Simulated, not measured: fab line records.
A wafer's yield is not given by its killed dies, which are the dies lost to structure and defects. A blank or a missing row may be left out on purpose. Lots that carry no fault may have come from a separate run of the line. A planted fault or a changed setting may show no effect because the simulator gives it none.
Matching of chambers :: flow gf180mcu :: cmp-02 running GF_V3_CMP_26: 4 sister chambers
The step polishes, stops on SiO2, t overpolish 15 s, target thk 0 nm. 4 wafers are shown with their chamber, then 7 later ones without.

## WAFERS PAIRED WITH THEIR CHAMBERS
wafer: L950.3
chamber: 3
motor current A (A): 12.1

wafer: L950.4
chamber: 0
motor current A (A): 10.5

wafer: L952.1
chamber: 1
motor current A (A): 11.2

wafer: L952.3
chamber: 2
motor current A (A): 10.4

## WAFERS WITH NO CHAMBER GIVEN
wafer: L952.6
motor current A (A): 13.4

wafer: L962.2
motor current A (A): 13.0

wafer: L962.3
motor current A (A): 11.5

wafer: L962.4
motor current A (A): 11.7

wafer: L968.2
motor current A (A): 13.0

wafer: L968.3
motor current A (A): 11.4

wafer: L968.5
motor current A (A): 11.1

## WHICH CHAMBER EACH WENT THROUGH
wafer: L952.6
from the rows above: can't be placed: 3 or 1
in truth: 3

wafer: L962.2
from the rows above: can't be placed: 3 or 1
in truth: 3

wafer: L962.3
from the rows above: can't be placed: 1 or 3 or 0 or 2
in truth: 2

wafer: L962.4
from the rows above: can't be placed: 3 or 1 or 0 or 2
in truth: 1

wafer: L968.2
from the rows above: can't be placed: 3 or 1
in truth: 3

wafer: L968.3
from the rows above: can't be placed: 1 or 3 or 0 or 2
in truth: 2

wafer: L968.5
from the rows above: can't be placed: 1 or 0 or 2 or 3
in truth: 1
Correctly placed: 0 of 7. Not placeable from these rows: 7 (in 7, the candidates include the true chamber). Placed wrongly: 0.
How it was worked out, from the rows above alone: a wafer's distance from a chamber is the root of the sum, over the readings, of the square of ((its reading less the chamber's mean) divided by the reading's scatter). If the next closest chamber is less than 2 further off than the closest, the wafer can't be placed; otherwise it belongs to the closest. The mean given for a chamber averages the wafers shown for that chamber. The scatter: root of mean squared gap, hidden wafer to nearest shown wafer, with one shown wafer a chamber.
